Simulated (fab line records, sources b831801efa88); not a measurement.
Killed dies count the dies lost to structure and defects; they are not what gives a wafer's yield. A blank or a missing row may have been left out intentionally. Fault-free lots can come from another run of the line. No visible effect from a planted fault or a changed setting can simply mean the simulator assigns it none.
The tool behind it: which one? -- flow sky130 -- 36 wafers from 12 lots sampled at 4 of the route's 708 steps

## WHAT EACH GAUGE READ, for each wafer
SKY_CAP2M_THK_MEAS_04: measures by xrf.
lot,measured,on,CAP2M_TIN_THK (nm)
L352,day 39 20:40,film metro-03,199.4 200.4 199.4
L353,day 40 15:07,film metro-01,206.0 204.9 206.2
L354,day 40 17:41,film metro-01,209.0 206.9 207.1
L358,day 41 23:23,film metro-03,202.1 203.2 202.2
L360,day 42 09:26,film metro-02,204.7 204.5 206.7
L362,day 43 00:31,film metro-02,203.0 205.2 203.8
L361,day 43 02:45,film metro-02,202.7 202.5 199.8
L363,day 43 04:00,film metro-03,206.3 206.7 206.2
L365,day 43 12:44,film metro-01,204.0 203.6 206.9
L368,day 44 10:47,film metro-03,203.0 203.6 204.1
L373,day 45 15:20,film metro-02,203.7 202.2 203.3
L374,day 45 20:55,film metro-02,202.6 203.0 202.7

SKY_CAP2M_OVL_MEAS_12.
lot,measured,on,CAP2M_OVL (nm)
L352,day 40 20:47,overlay-02,0.2 1.7 0.9
L353,day 41 15:22,overlay-02,2.6 1.5 0.5
L354,day 41 17:31,overlay-01,0.5 1.7 1.0
L358,day 42 22:26,overlay-01,-2.8 -1.0 -2.2
L360,day 43 07:59,overlay-01,2.7 1.7 1.4
L362,day 43 23:06,overlay-02,2.1 -0.6 0.6
L361,day 44 00:32,overlay-01,-0.9 -2.3 -1.2
L363,day 44 02:44,overlay-01,-1.5 -1.0 1.2
L365,day 44 10:03,overlay-01,-1.1 -2.2 0.1
L368,day 45 08:12,overlay-02,1.6 2.8 1.2
L373,day 46 12:01,overlay-01,0.0 -0.2 0.7
L374,day 46 17:20,overlay-01,-0.9 0.5 1.2

## WHICH TOOL RAN EACH LOT (tool, then ch and the chambers of the sampled wafers, then the start)
lot,SKY_VIA1_CVD_21,SKY_VIA3_ETCH_14
L352,"cvd w-01 ch 0,1, day 34 04:12","rie diel-02 ch 0,1,3, day 39 18:45"
L353,"cvd w-02 ch 0,1, day 34 22:54","rie diel-03 ch 2,3, day 40 13:15"
L354,"cvd w-02 ch 0,1, day 35 02:16","rie diel-03 ch 0,1,3, day 40 15:51"
L358,"cvd w-01 ch 0,1, day 36 12:23","rie diel-02 ch 0,1,2, day 41 21:34"
L360,"cvd w-02 ch 0, day 36 21:26","rie diel-04 ch 0,2,3, day 42 07:36"
L362,"cvd w-02 ch 0,1, day 37 13:48","rie diel-02 ch 0,2,3, day 42 22:31"
L361,"cvd w-02 ch 0,1, day 37 16:56","rie diel-04 ch 0,2,3, day 43 00:55"
L363,"cvd w-02 ch 1, day 37 18:00","rie diel-02 ch 0,1,2, day 43 02:03"
L365,"cvd w-01 ch 0,1, day 38 05:38","rie diel-02 ch 1,2, day 43 10:46"
L368,"cvd w-01 ch 0,1, day 39 06:29","rie diel-02 ch 1,2, day 44 08:58"
L373,"cvd w-01 ch 0,1, day 40 12:55","rie diel-03 ch 1,3, day 45 13:27"
L374,"cvd w-01 ch 0,1, day 40 19:22","rie diel-03 ch 0,2, day 45 19:06"
- SKY_VIA1_CVD_21: deposits W, target thk 270 nm, time 80.902 s.
- SKY_VIA3_ETCH_14: etches BARC in N2/H2, stops on SiO2, time 45.9 s, target depth 60 nm.

## AS READ BY THE TOOLS THEMSELVES (means over the sampled wafers that have a number; for cases with no such wafer, the mark the record gives instead)
SKY_VIA1_CVD_21.
lot,tool,heater power w (W)
L352,cvd w-01,794
L353,cvd w-02,915
L354,cvd w-02,896
L358,cvd w-01,788
L360,cvd w-02,896
L362,cvd w-02,917
L361,cvd w-02,902
L363,cvd w-02,917
L365,cvd w-01,794
L368,cvd w-01,745
L373,cvd w-01,795
L374,cvd w-01,803

SKY_VIA3_ETCH_14.
lot,tool,bias w (W),drypump motor current A (A),oes product au (a.u.),rf fwd power W (W),throttle valve pct (%)
L352,rie diel-02,100.26,5.7,0.855,494.2,13.229
L353,rie diel-03,100.08,5.9,0.859,494.1,13.236
L354,rie diel-03,99.93,5.5,0.859,494.9,13.226
L358,rie diel-02,99.91,5.5,0.857,493.4,13.230
L360,rie diel-04,100.03,6.0,0.852,495.2,13.216
L362,rie diel-02,99.94,5.5,0.855,492.6,13.216
L361,rie diel-04,99.78,6.0,0.856,497.5,13.223
L363,rie diel-02,100.09,5.5,0.853,494.3,13.232
L365,rie diel-02,101.40,5.2,0.850,493.0,13.229
L368,rie diel-02,102.48,5.3,0.854,495.3,13.228
L373,rie diel-03,100.06,5.7,0.854,496.5,13.228
L374,rie diel-03,100.09,4.8,0.848,495.1,13.231

## THE ANSWER, worked out from the rows above alone
Rule: the lots themselves supply what counts as usual. The widest of any qualifying gaps counts: lots, ordered by their means at a reading, are off when they make up no more than a third of the lots, leave a main group of 4 or more, and stand apart from it by 3 or more times the standard deviation of that group's means. The tables above print the reading to a certain number of digits; a main group whose means all agree to those digits is not used. A lot without any number at a reading at which 4 lots or more have one is off too. Where the step has rows for the other lots, those lots are counted as sound. Order of review: gauges by route order, followed by the tools' own readings, for which a lot's mean as printed above is used. The first step at which some lot is off is used, and at that step the reading that is off furthest; a lot without a number counts as furthest.
Off, at SKY_VIA3_ETCH_14 on bias w: L365, L368. The main group has a mean of 100.02 W with a standard deviation of 0.13.
If a tool, at that step or one of the process steps before it, ran each lot that is off and ran no sound lot following the first of them, it fits. One fits: SKY_VIA3_ETCH_14 on rie diel-02. Its last sound lot is L363 (day 43 02:03), its first lot that is off L365 (day 43 10:46): a fault that began between those two fits.
On the lots that are off, the tool's own readings at SKY_VIA3_ETCH_14 differ by more than 5 times the standard deviation of the sound lots' means, which bears it out; bias w reads 101.94 W there versus 100.02 W on the sound lots.

## WHAT THE SIMULATOR HAD INSERTED
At SKY_VIA3_ETCH_14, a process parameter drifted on rie diel-02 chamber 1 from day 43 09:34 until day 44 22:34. Setting bias w, moved by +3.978, from 100. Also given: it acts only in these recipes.
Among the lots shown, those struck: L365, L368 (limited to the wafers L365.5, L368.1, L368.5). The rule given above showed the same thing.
